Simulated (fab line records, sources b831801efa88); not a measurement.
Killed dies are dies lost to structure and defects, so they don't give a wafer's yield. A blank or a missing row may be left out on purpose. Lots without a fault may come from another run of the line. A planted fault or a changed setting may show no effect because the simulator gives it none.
fab line records | flow gf180mcu
record lots=11 wafers=33 last_day=34
route steps=602 shown V1@339
lots that met no fault: from a run of the same line without faults
start_h: hours from the record's first day to the start of the lot's first wafer shown | wait_h: hours since the lot's step before | " the same as in the row above | L1.1+2: a row that stands for several wafers | - no value, or no start given | * or withheld: withheld | < > ~ a bound
route shown NAME@n: a module of which the file shows steps, and the number in the route of the first | usual: mean/standard deviation of fault-free wafers | same: alike in all rows | chamber/n: place in a boat | sites: the reading at each site | _std_site: their standard deviation | _edge_site: outer sites' mean less inner sites' | radius_mm: how far each site lies from the wafer's centre | mask NAME#n: copy n | behind: the tool/chamber that last shaped the wafer | hold: why the lot was held/for how many hours/how that ended | device: the transistor (n, p or np) that didn't switch | end of line: the same wafers' tests at the end of the route | a step without rows: its recipe alone | killed: dies lost to structure and defects at the first sort, not the wafer's yield | map: a wafer's dies, x killed, . not, _ none there
set.NAME: the setting as run; set.NAME@STEP: as run at that earlier step | model.NAME: the simulator's own value behind a step, which no gauge read
steps of the route over a sample of lots; a table a step, a row a wafer
services: from which hour (start_h, from the record's first day; less than 0 if before it) a tool's chamber was out of use, for how many hours, and why
## steps
# step GF_V1_CMP_04
# recipe material=SiO2 down_force_psi=4 platen_rpm=60 pad_velocity_m_s=0.94248
# usual motor_current_A=11.1/0.88 platen_rpm=60.00/0.043 time_to_endpoint_s=81/4.7
# columns lot.wafer tool chamber start_h wait_h motor_current_A platen_rpm time_to_endpoint_s
L454.3 cmp-02 2 387.23 0.0 10.8 59.94 78
L454.1 " 1 " " 12.1 59.97 79
L454.6 " 3 " " 11.3 60.02 86
L455.3 cmp-01 3 402.89 0.0 10.2 60.08 85
L455.4 " 0 " " 10.9 60.02 86
L455.6 " 0 " " 10.8 60.06 85
L456.1 cmp-01 3 406.65 0.1 11.0 60.04 80
L456.3 " 2 " " 9.9 60.02 77
L456.5 " 3 " " 10.3 60.00 81
L457.3 cmp-01 3 413.97 0.0 10.6 60.00 79
L457.4 " 0 " " 11.0 60.02 78
L457.2 " 2 " " 10.4 60.05 75
L458.4 cmp-02 3 422.02 0.0 11.0 59.99 81
L458.3 " 0 " " 12.5 59.91 84
L458.6 " 0 " " 12.5 59.92 83
L461.1 cmp-02 0 454.66 0.1 12.2 59.96 85
L461.5 " 0 " " 12.2 60.02 89
L461.6 " 1 " " 12.7 59.97 85
L464.2 cmp-01 2 486.18 0.1 10.4 60.06 79
L464.3 " 3 " " 10.3 60.02 80
L464.4 " 0 " " 10.6 60.02 78
L474.4 cmp-01 3 562.06 0.0 10.7 59.99 83
L474.1 " 0 " " 10.9 60.00 81
L474.6 " 0 " " 11.0 60.03 86
L475.4 cmp-02 0 567.76 0.0 12.6 60.09 90
L475.3 " 2 " " 9.8 59.97 76
L475.6 " 1 " " 11.4 59.96 79
L476.1 cmp-02 0 575.81 0.1 12.7 59.96 76
L476.5 " 2 " " 10.2 60.09 83
L476.6 " 3 " " 10.7 60.03 87
L477.2 cmp-01 2 580.60 0.0 10.8 60.00 77
L477.3 " 3 " " 9.9 59.93 89
L477.4 " 1 " " 11.3 60.02 83
# step GF_V1_EXPOSE_11
# recipe mask_id=Via1 target_cd_nm=260 na=0.68 source_shape=conventional sigma_outer=0.6 dose_mj=38
# usual focus_offset_nm=0.1/0.47 reticle_temp_C=22.98/0.12 stage_vel_mm_s=500.01/0.25
# columns lot.wafer tool chamber start_h wait_h mask focus_offset_nm reticle_temp_C stage_vel_mm_s
L454.1 krf_scanner-01 0 400.20 - Via1#0 -0.3 22.95 500.09
L454.3 " 0 " " Via1#0 -0.2 23.05 499.90
L454.6 " 0 " " Via1#0 0.2 23.09 499.81
L455.3 krf_scanner-01 0 414.79 - Via1#0 -0.6 22.97 500.05
L455.4 " 0 " " Via1#0 0.4 22.99 500.04
L455.6 " 0 " " Via1#0 0.1 22.87 499.99
L456.1 krf_scanner-02 0 418.73 - Via1#0 -0.1 23.20 499.99
L456.3 " 0 " " Via1#0 0.0 23.06 499.92
L456.5 " 0 " " Via1#0 -0.1 23.01 500.32
L457.2 krf_scanner-01 0 426.50 - Via1#0 0.0 22.86 499.76
L457.3 " 0 " " Via1#0 -0.4 22.70 499.99
L457.4 " 0 " " Via1#0 -0.4 22.83 499.73
L458.3 krf_scanner-02 0 434.36 - Via1#0 -0.3 23.02 499.63
L458.4 " 0 " " Via1#0 -0.2 23.00 499.30
L458.6 " 0 " " Via1#0 -0.5 22.89 499.63
L461.1 krf_scanner-02 0 467.25 - Via1#0 0.2 22.97 500.18
L461.5 " 0 " " Via1#0 0.4 22.78 499.90
L461.6 " 0 " " Via1#0 0.1 22.86 499.88
L464.2 krf_scanner-02 0 498.61 - Via1#0 -0.3 22.86 499.92
L464.3 " 0 " " Via1#0 -1.0 22.97 500.41
L464.4 " 0 " " Via1#0 0.1 22.87 500.09
L474.1 krf_scanner-01 0 573.82 - Via1#0 -0.1 23.02 500.21
L474.4 " 0 " " Via1#0 -0.6 22.93 499.79
L474.6 " 0 " " Via1#0 -0.6 23.10 500.24
L475.3 krf_scanner-01 0 579.39 - Via1#0 -0.3 22.98 500.24
L475.4 " 0 " " Via1#0 -0.5 22.91 500.03
L475.6 " 0 " " Via1#0 -0.3 23.04 500.08
L476.1 krf_scanner-01 0 586.70 - Via1#0 0.7 23.01 500.28
L476.5 " 0 " " Via1#0 0.3 22.98 500.25
L476.6 " 0 " " Via1#0 -0.2 23.06 500.21
L477.2 krf_scanner-02 0 592.26 - Via1#0 -0.2 22.98 499.97
L477.3 " 0 " " Via1#0 -0.4 23.01 499.97
L477.4 " 0 " " Via1#0 0.7 22.86 500.18
# step GF_V1_CD_MEAS_14
# recipe target_cd_nm=260
# usual cd_nm=259.9/1.2
# columns lot.wafer tool chamber start_h wait_h hold cd_nm
L454.1 cd_sem-02 - 411.07 0.1 - 259.8
L454.3 " - " " - 261.0
L454.6 " - " " - 260.5
L455.3 cd_sem-02 - 426.74 0.1 - 260.2
L455.4 " - " " - 260.6
L455.6 " - " " - 260.7
L456.1 cd_sem-02 - 430.07 0.1 - 257.5
L456.3 " - " " - 258.1
L456.5 " - " " - 258.4
L457.2 cd_sem-02 - 438.12 0.1 - 260.2
L457.3 " - " " - 259.7
L457.4 " - " " - 259.9
L458.3 cd_sem-02 - 446.79 0.1 - 261.4
L458.4 " - " " - 260.9
L458.6 " - " " - 259.2
L461.1 cd_sem-02 - 479.35 0.1 - 261.0
L461.5 " - " " - 260.8
L461.6 " - " " - 260.7
L464.2 cd_sem-02 - 510.32 0.1 await_dispo/0.2h/release 267.0
L464.3 " - " " await_dispo/0.2h/release 258.4
L464.4 " - " " await_dispo/0.2h/release 258.8
L464.2 cd_sem-02 - 510.60 0.3 - 267.0
L464.3 " - " " - 259.1
L464.4 " - " " - 258.9
L474.1 cd_sem-02 - 584.00 0.1 - 261.7
L474.4 " - " " - 261.4
L474.6 " - " " - 260.6
L475.3 cd_sem-02 - 589.54 0.1 - 261.1
L475.4 " - " " - 261.1
L475.6 " - " " - 260.4
L476.1 cd_sem-02 - 597.30 0.1 - 258.2
L476.5 " - " " - 257.6
L476.6 " - " " - 258.7
L477.2 cd_sem-01 - 602.12 0.1 - 259.2
L477.3 " - " " - 260.6
L477.4 " - " " - 259.8
# step GF_V1_STRIP_18
# recipe chemistry=O2/N2 power_w=1400 pressure_mtorr=1500 platen_temp_c=250 o2_flow_sccm=3000 n2_flow_sccm=300 overash_fraction=0.5
# usual chamber_pressure_mTorr=1499.8/1.4 drypump_motor_current_A=5.76/0.22 heater_power_w=347/24 o2_flow_sccm=2999/9.6 oes_product_au=0.593/0.0048
# columns lot.wafer tool chamber start_h wait_h chamber_pressure_mTorr drypump_motor_current_A heater_power_w o2_flow_sccm oes_product_au rf_hours_counter_h
L454.1 plasma_asher-02 1 411.35 - 1500.8 6.17 368 2992 0.589 24
L454.3 " 0 " " 1501.7 5.53 315 2995 0.592 -
L454.6 " 1 " " 1501.9 6.18 377 2991 0.593 -
L455.3 plasma_asher-04 1 427.02 - 1500.2 5.91 320 3003 0.592 -
L455.4 " 0 " " 1499.4 5.74 349 2984 0.595 -
L455.6 " 0 " " 1501.7 5.75 359 3002 0.591 -
L456.1 plasma_asher-02 0 430.35 - 1500.3 5.54 313 2988 0.588 26
L456.3 " 1 " " 1499.4 6.20 376 2993 0.602 -
L456.5 " 0 " " 1500.4 5.53 317 2994 0.588 -
L457.2 plasma_asher-02 1 438.39 - 1497.5 6.15 381 3021 0.586 28
L457.3 " 1 " " 1501.4 6.17 376 3010 0.591 -
L457.4 " 0 " " 1497.8 5.52 307 2992 0.591 -
L458.3 plasma_asher-04 0 447.07 - 1499.2 5.73 350 3000 0.586 -
L458.4 " 1 " " 1499.2 5.91 321 2996 0.595 -
L458.6 " 1 " " 1497.7 5.93 317 2992 0.589 -
L461.1 plasma_asher-01 1 479.64 - 1501.7 5.55 359 3001 0.582 85
L461.5 " 0 " " 1500.3 5.67 358 2999 0.590 -
L461.6 " 1 " " 1496.5 5.54 353 3001 0.588 -
L464.2 plasma_asher-01 1 512.79 - 1498.6 5.57 345 2989 0.599 89
L464.3 " 0 " " 1500.6 5.69 372 3010 0.594 -
L464.4 " 1 " " 1500.6 5.55 364 3006 0.593 -
L474.1 plasma_asher-04 1 584.28 - 1498.7 5.90 324 3000 0.591 83
L474.4 " 1 " " 1500.1 5.92 321 3005 0.587 -
L474.6 " 1 " " 1499.8 5.90 325 3006 0.599 -
L475.3 plasma_asher-01 0 589.82 - 1500.0 5.69 367 3009 0.593 -
L475.4 " 1 " " 1499.5 5.56 358 3010 0.597 -
L475.6 " 1 " " 1499.8 5.55 364 3012 0.596 -
L476.1 plasma_asher-02 1 597.58 - 1498.6 6.18 379 3017 0.603 42
L476.5 " 0 " " 1499.6 5.51 310 2985 0.594 -
L476.6 " 1 " " 1500.2 6.18 376 3016 0.587 -
L477.2 plasma_asher-02 0 602.38 - 1501.2 5.49 308 2988 0.595 42
L477.3 " 0 " " 1499.5 5.48 315 3002 0.590 -
L477.4 " 1 " " 1500.3 6.17 366 3000 0.591 -
# step GF_V1_RS_MEAS_24
# recipe thk_meas_gauge=four-point-probe reads=W_of_V1_CVD_23+TiN_of_V1_SPUTTER_22+Ti_of_V1_SPUTTER_21
# usual V1_W_RS=0.3268/0.0029
# columns lot.wafer tool chamber start_h wait_h V1_W_RS[ohm/sq]
L454.1 film_metro-02 - 412.13 0.1 0.3334
L454.3 " - " " 0.3301
L454.6 " - " " 0.3304
L455.3 film_metro-01 - 427.89 0.2 0.3273
L455.4 " - " " 0.3262
L455.6 " - " " 0.3262
L456.1 film_metro-03 - 431.10 0.1 0.3285
L456.3 " - " " 0.3325
L456.5 " - " " 0.3252
L457.2 film_metro-02 - 439.16 0.1 0.3300
L457.3 " - " " 0.3312
L457.4 " - " " 0.3302
L458.3 film_metro-01 - 447.85 0.1 0.3245
L458.4 " - " " 0.3237
L458.6 " - " " 0.3251
L461.1 film_metro-01 - 480.47 0.1 0.3296
L461.5 " - " " 0.3301
L461.6 " - " " 0.3265
L464.2 film_metro-03 - 513.84 0.2 0.3315
L464.3 " - " " 0.3335
L464.4 " - " " 0.3248
L474.1 film_metro-03 - 585.48 0.1 0.3337
L474.4 " - " " 0.3296
L474.6 " - " " 0.3294
L475.3 film_metro-01 - 590.68 0.1 0.3272
L475.4 " - " " 0.3238
L475.6 " - " " 0.3262
L476.1 film_metro-03 - 598.34 0.1 0.3291
L476.5 " - " " 0.3273
L476.6 " - " " 0.3255
L477.2 film_metro-01 - 603.15 0.1 0.3272
L477.3 " - " " 0.3295
L477.4 " - " " 0.3237
## services
# columns tool chamber start_h hours kind
cmp-01 - 363.66 0.8 repair
krf_scanner-02 - 366.95 3.9 repair
cmp-01 - 378.72 4.6 repair
cmp-02 - 380.01 2.8 repair
krf_scanner-02 - 387.93 1.3 pm
krf_scanner-02 - 398.30 4.4 pm
cmp-02 - 401.40 0.2 repair
cmp-02 - 404.15 4.0 pm
krf_scanner-01 - 418.40 0.8 repair
krf_scanner-02 - 420.10 4.0 pm
krf_scanner-01 - 424.12 1.0 pm
cmp-01 - 436.37 3.3 repair
cmp-01 - 457.46 2.5 repair
krf_scanner-01 - 478.98 1.3 pm
cmp-01 - 483.19 1.4 repair
krf_scanner-01 - 495.45 3.6 pm
krf_scanner-01 - 509.06 0.5 repair
cmp-01 - 509.82 27.9 repair
krf_scanner-01 - 521.62 0.8 pm
cmp-01 - 526.59 1.3 repair
cmp-01 - 533.81 0.8 repair
cmp-01 - 537.77 5.8 pm
cmp-01 - 572.00 4.0 pm
krf_scanner-01 - 591.13 1.0 pm
## key
first_sign step=GF_V1_CD_MEAS_14 reading=visit direction=added
effect step=GF_V1_CD_MEAS_14 reading=cd_nm direction=up sigmas=5.9 usual=259.9 struck=267.0
met_at GF_V1_EXPOSE_11
struck_lots L464
struck_wafers L464.2
not_acting_at GF_V1_CMP_04,GF_V1_STRIP_18,GF_V1_RS_MEAS_24
onset_between 467.25 498.61
fault kind=process_parameter_drift tool=krf_scanner-02 chamber=- onset_h=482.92 steps=GF_V1_EXPOSE_11 channel=focus_nm offset=366.9 shape=step end_h=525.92 scope=struck_wafers_only
